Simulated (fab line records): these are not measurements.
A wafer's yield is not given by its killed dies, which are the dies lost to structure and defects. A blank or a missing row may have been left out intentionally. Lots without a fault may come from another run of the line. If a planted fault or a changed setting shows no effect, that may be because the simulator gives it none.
fab line records || flow sky130
record {"lots": 15, "wafers": 45, "last-day": 50}
route steps=708 shown VT_ADJUST_HVTR@135
lots untouched by any fault: they come from a run of this same line in which no faults occurred
start-h: hours from the record's first day to the start of the lot's first wafer shown || wait-h: hours since the lot's step before || " as in the row above || L1.1+2: several wafers, shown together as one row || - either no value or no given start || * or withheld: withheld || < > ~ a bound
route shown NAME@n: names a module that has steps shown in the file, with the first one's number in the route || usual: the fault-free wafers' mean and standard deviation || same: alike in all rows || chamber/n: place in a boat || sites: readings site by site || _std_site: the values' standard deviation || _edge_site: the outer-site mean with the inner-site mean subtracted || radius-mm: for every site, how far away it sits from the centre of the wafer || mask NAME#n: copy n || behind: tool/chamber where the wafer was last shaped || hold: why the lot was held/for how many hours/how that ended || device: which transistor (n, p or np) failed to switch || end of line: tests run on the same wafers once the route is complete || a step without rows: its recipe alone || killed: the dies lost at the first sort to structure and to defects; this is not the yield of the wafer || map: a wafer's dies, marking killed ones x, the rest . and places with no die _
set.NAME: the setting the step ran with; set.NAME@STEP: the setting that earlier step ran with || model.NAME: the simulator's own value behind a step, which no gauge read
a sample of lots followed through the steps of the route, with each step as a table and each wafer as a row
services: when a tool's chamber went out of use (start-h, in hours from the record's first day, below 0 if earlier), for how many hours, and the reason
## steps
# step SKY_VT_ADJUST_HVTR_EXPOSE_04
# recipe {"mask-id": "HVTRM", "target-cd-nm": 380, "na": 0.6, "source-shape": "conventional", "sigma-outer": 0.6, "dose-mj": 150}
# usual {"exposure-dose-mJ-cm2": "150.03/0.18", "focus-offset-nm": "0.1/0.55", "na": "0.6/0"}
{"lot.wafer": "L884.1", "tool": "iline-stepper-01", "chamber": 0, "start-h": 189.95, "wait-h": "-", "mask": "HVTRM#0", "exposure-dose-mJ-cm2": 150.06, "focus-offset-nm": -0.6, "na": 0.6}
{"lot.wafer": "L884.2", "tool": "iline-stepper-01", "chamber": 0, "start-h": 189.95, "wait-h": "-", "mask": "HVTRM#0", "exposure-dose-mJ-cm2": 149.97, "focus-offset-nm": -0.1, "na": 0.6}
{"lot.wafer": "L884.6", "tool": "iline-stepper-01", "chamber": 0, "start-h": 189.95, "wait-h": "-", "mask": "HVTRM#0", "exposure-dose-mJ-cm2": 149.92, "focus-offset-nm": -0.4, "na": 0.6}
{"lot.wafer": "L887.1", "tool": "iline-stepper-01", "chamber": 0, "start-h": 211.78, "wait-h": "-", "mask": "HVTRM#0", "exposure-dose-mJ-cm2": 150.05, "focus-offset-nm": -0.3, "na": 0.6}
{"lot.wafer": "L887.3", "tool": "iline-stepper-01", "chamber": 0, "start-h": 211.78, "wait-h": "-", "mask": "HVTRM#0", "exposure-dose-mJ-cm2": 150.26, "focus-offset-nm": 0.9, "na": 0.6}
{"lot.wafer": "L887.5", "tool": "iline-stepper-01", "chamber": 0, "start-h": 211.78, "wait-h": "-", "mask": "HVTRM#0", "exposure-dose-mJ-cm2": 150.13, "focus-offset-nm": 0.9, "na": 0.6}
{"lot.wafer": "L888.1", "tool": "iline-stepper-01", "chamber": 0, "start-h": 216.80, "wait-h": "-", "mask": "HVTRM#0", "exposure-dose-mJ-cm2": 150.05, "focus-offset-nm": -1.0, "na": 0.6}
{"lot.wafer": "L888.5", "tool": "iline-stepper-01", "chamber": 0, "start-h": 216.80, "wait-h": "-", "mask": "HVTRM#0", "exposure-dose-mJ-cm2": 150.21, "focus-offset-nm": 0.4, "na": 0.6}
{"lot.wafer": "L888.6", "tool": "iline-stepper-01", "chamber": 0, "start-h": 216.80, "wait-h": "-", "mask": "HVTRM#0", "exposure-dose-mJ-cm2": 150.10, "focus-offset-nm": -0.3, "na": 0.6}
{"lot.wafer": "L889.2", "tool": "iline-stepper-01", "chamber": 0, "start-h": 225.37, "wait-h": "-", "mask": "HVTRM#0", "exposure-dose-mJ-cm2": 150.22, "focus-offset-nm": 0.1, "na": 0.6}
{"lot.wafer": "L889.4", "tool": "iline-stepper-01", "chamber": 0, "start-h": 225.37, "wait-h": "-", "mask": "HVTRM#0", "exposure-dose-mJ-cm2": 150.27, "focus-offset-nm": 0.4, "na": 0.6}
{"lot.wafer": "L889.6", "tool": "iline-stepper-01", "chamber": 0, "start-h": 225.37, "wait-h": "-", "mask": "HVTRM#0", "exposure-dose-mJ-cm2": 150.41, "focus-offset-nm": 0.9, "na": 0.6}
{"lot.wafer": "L890.1", "tool": "iline-stepper-02", "chamber": 0, "start-h": 232.10, "wait-h": "-", "mask": "HVTRM#0", "exposure-dose-mJ-cm2": 150.04, "focus-offset-nm": 0.1, "na": 0.6}
{"lot.wafer": "L890.2", "tool": "iline-stepper-02", "chamber": 0, "start-h": 232.10, "wait-h": "-", "mask": "HVTRM#0", "exposure-dose-mJ-cm2": 150.08, "focus-offset-nm": 0.4, "na": 0.6}
{"lot.wafer": "L890.4", "tool": "iline-stepper-02", "chamber": 0, "start-h": 232.10, "wait-h": "-", "mask": "HVTRM#0", "exposure-dose-mJ-cm2": 150.15, "focus-offset-nm": 0.0, "na": 0.6}
{"lot.wafer": "L891.4", "tool": "iline-stepper-01", "chamber": 0, "start-h": 234.41, "wait-h": "-", "mask": "HVTRM#0", "exposure-dose-mJ-cm2": 149.78, "focus-offset-nm": -0.6, "na": 0.6}
{"lot.wafer": "L891.5", "tool": "iline-stepper-01", "chamber": 0, "start-h": 234.41, "wait-h": "-", "mask": "HVTRM#0", "exposure-dose-mJ-cm2": 149.77, "focus-offset-nm": -0.1, "na": 0.6}
{"lot.wafer": "L891.6", "tool": "iline-stepper-01", "chamber": 0, "start-h": 234.41, "wait-h": "-", "mask": "HVTRM#0", "exposure-dose-mJ-cm2": 150.18, "focus-offset-nm": 0.4, "na": 0.6}
{"lot.wafer": "L892.1", "tool": "iline-stepper-02", "chamber": 0, "start-h": 242.92, "wait-h": "-", "mask": "HVTRM#0", "exposure-dose-mJ-cm2": 149.85, "focus-offset-nm": -1.1, "na": 0.6}
{"lot.wafer": "L892.2", "tool": "iline-stepper-02", "chamber": 0, "start-h": 242.92, "wait-h": "-", "mask": "HVTRM#0", "exposure-dose-mJ-cm2": 149.84, "focus-offset-nm": 0.1, "na": 0.6}
{"lot.wafer": "L892.3", "tool": "iline-stepper-02", "chamber": 0, "start-h": 242.92, "wait-h": "-", "mask": "HVTRM#0", "exposure-dose-mJ-cm2": 149.98, "focus-offset-nm": 0.1, "na": 0.6}
{"lot.wafer": "L893.1", "tool": "iline-stepper-02", "chamber": 0, "start-h": 255.60, "wait-h": "-", "mask": "HVTRM#0", "exposure-dose-mJ-cm2": 150.26, "focus-offset-nm": -0.3, "na": 0.6}
{"lot.wafer": "L893.2", "tool": "iline-stepper-02", "chamber": 0, "start-h": 255.60, "wait-h": "-", "mask": "HVTRM#0", "exposure-dose-mJ-cm2": 149.93, "focus-offset-nm": 0.3, "na": 0.6}
{"lot.wafer": "L893.3", "tool": "iline-stepper-02", "chamber": 0, "start-h": 255.60, "wait-h": "-", "mask": "HVTRM#0", "exposure-dose-mJ-cm2": 150.04, "focus-offset-nm": 0.6, "na": 0.6}
{"lot.wafer": "L894.1", "tool": "iline-stepper-02", "chamber": 0, "start-h": 260.85, "wait-h": "-", "mask": "HVTRM#0", "exposure-dose-mJ-cm2": 150.20, "focus-offset-nm": 0.9, "na": 0.6}
{"lot.wafer": "L894.2", "tool": "iline-stepper-02", "chamber": 0, "start-h": 260.85, "wait-h": "-", "mask": "HVTRM#0", "exposure-dose-mJ-cm2": 150.21, "focus-offset-nm": 0.6, "na": 0.6}
{"lot.wafer": "L894.5", "tool": "iline-stepper-02", "chamber": 0, "start-h": 260.85, "wait-h": "-", "mask": "HVTRM#0", "exposure-dose-mJ-cm2": 150.17, "focus-offset-nm": 0.5, "na": 0.6}
{"lot.wafer": "L895.1", "tool": "iline-stepper-01", "chamber": 0, "start-h": 267.48, "wait-h": "-", "mask": "HVTRM#0", "exposure-dose-mJ-cm2": 149.87, "focus-offset-nm": 0.0, "na": 0.6}
{"lot.wafer": "L895.2", "tool": "iline-stepper-01", "chamber": 0, "start-h": 267.48, "wait-h": "-", "mask": "HVTRM#0", "exposure-dose-mJ-cm2": 150.08, "focus-offset-nm": 0.2, "na": 0.6}
{"lot.wafer": "L895.4", "tool": "iline-stepper-01", "chamber": 0, "start-h": 267.48, "wait-h": "-", "mask": "HVTRM#0", "exposure-dose-mJ-cm2": 150.07, "focus-offset-nm": -0.1, "na": 0.6}
{"lot.wafer": "L896.1", "tool": "iline-stepper-02", "chamber": 0, "start-h": 277.68, "wait-h": "-", "mask": "HVTRM#0", "exposure-dose-mJ-cm2": 149.96, "focus-offset-nm": -0.3, "na": 0.6}
{"lot.wafer": "L896.3", "tool": "iline-stepper-02", "chamber": 0, "start-h": 277.68, "wait-h": "-", "mask": "HVTRM#0", "exposure-dose-mJ-cm2": 149.98, "focus-offset-nm": 0.2, "na": 0.6}
{"lot.wafer": "L896.4", "tool": "iline-stepper-02", "chamber": 0, "start-h": 277.68, "wait-h": "-", "mask": "HVTRM#0", "exposure-dose-mJ-cm2": 149.76, "focus-offset-nm": 0.0, "na": 0.6}
{"lot.wafer": "L903.1", "tool": "iline-stepper-01", "chamber": 0, "start-h": 323.23, "wait-h": "-", "mask": "HVTRM#0", "exposure-dose-mJ-cm2": 149.78, "focus-offset-nm": 0.6, "na": 0.6}
{"lot.wafer": "L903.2", "tool": "iline-stepper-01", "chamber": 0, "start-h": 323.23, "wait-h": "-", "mask": "HVTRM#0", "exposure-dose-mJ-cm2": 149.72, "focus-offset-nm": 0.4, "na": 0.6}
{"lot.wafer": "L903.4", "tool": "iline-stepper-01", "chamber": 0, "start-h": 323.23, "wait-h": "-", "mask": "HVTRM#0", "exposure-dose-mJ-cm2": 149.77, "focus-offset-nm": -0.4, "na": 0.6}
{"lot.wafer": "L905.3", "tool": "iline-stepper-01", "chamber": "-", "start-h": 348.04, "wait-h": "-", "mask": "HVTRM#0", "exposure-dose-mJ-cm2": "-", "focus-offset-nm": "-", "na": "-"}
{"lot.wafer": "L905.4", "tool": "iline-stepper-01", "chamber": "-", "start-h": 348.04, "wait-h": "-", "mask": "HVTRM#0", "exposure-dose-mJ-cm2": "-", "focus-offset-nm": "-", "na": "-"}
{"lot.wafer": "L905.6", "tool": "iline-stepper-01", "chamber": "-", "start-h": 348.04, "wait-h": "-", "mask": "HVTRM#0", "exposure-dose-mJ-cm2": "-", "focus-offset-nm": "-", "na": "-"}
{"lot.wafer": "L906.2", "tool": "iline-stepper-01", "chamber": "-", "start-h": 353.72, "wait-h": "-", "mask": "HVTRM#0", "exposure-dose-mJ-cm2": "-", "focus-offset-nm": "-", "na": "-"}
{"lot.wafer": "L906.4", "tool": "iline-stepper-01", "chamber": "-", "start-h": 353.72, "wait-h": "-", "mask": "HVTRM#0", "exposure-dose-mJ-cm2": "-", "focus-offset-nm": "-", "na": "-"}
{"lot.wafer": "L906.5", "tool": "iline-stepper-01", "chamber": "-", "start-h": 353.72, "wait-h": "-", "mask": "HVTRM#0", "exposure-dose-mJ-cm2": "-", "focus-offset-nm": "-", "na": "-"}
{"lot.wafer": "L907.1", "tool": "iline-stepper-01", "chamber": "-", "start-h": 361.38, "wait-h": "-", "mask": "HVTRM#0", "exposure-dose-mJ-cm2": "-", "focus-offset-nm": "-", "na": "-"}
{"lot.wafer": "L907.3", "tool": "iline-stepper-01", "chamber": "-", "start-h": 361.38, "wait-h": "-", "mask": "HVTRM#0", "exposure-dose-mJ-cm2": "-", "focus-offset-nm": "-", "na": "-"}
{"lot.wafer": "L907.4", "tool": "iline-stepper-01", "chamber": "-", "start-h": 361.38, "wait-h": "-", "mask": "HVTRM#0", "exposure-dose-mJ-cm2": "-", "focus-offset-nm": "-", "na": "-"}
## services
{"tool": "iline-stepper-02", "chamber": "-", "start-h": 221.94, "hours": 1.7, "kind": "pm"}
{"tool": "iline-stepper-01", "chamber": "-", "start-h": 243.98, "hours": 1.7, "kind": "pm"}
## key
first-sign {"step": "SKY_VT_ADJUST_HVTR_EXPOSE_04", "reading": "tool-record", "direction": "missing"}
effect none on later readings
met-at SKY_VT_ADJUST_HVTR_EXPOSE_04
struck-lots L905,L906,L907
sort-left-out L905.3,L905.4,L905.6,L906.2,L906.4,L906.5,L907.1,L907.3,L907.4
tester-left-out L905,L906,L907
onset-between 323.23 348.04
fault {"kind": "skipped-step-whole", "tool": "iline-stepper-01", "chamber": "-", "onset-h": 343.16, "steps": "SKY_VT_ADJUST_HVTR_EXPOSE_04", "scope": "struck-lots-only"}
# tester-left-out: of these lots the tester's yield and bins aren't shown, on N5 and GAA mostly nor the transistor test; their killed dies are dies lost to structure and defects alone, not to doping, threshold or leakage, so they don't give the yield
# sort-left-out: the simulated sort isn't trusted on such a fault, so these wafers' sort isn't shown, and their yield isn't known
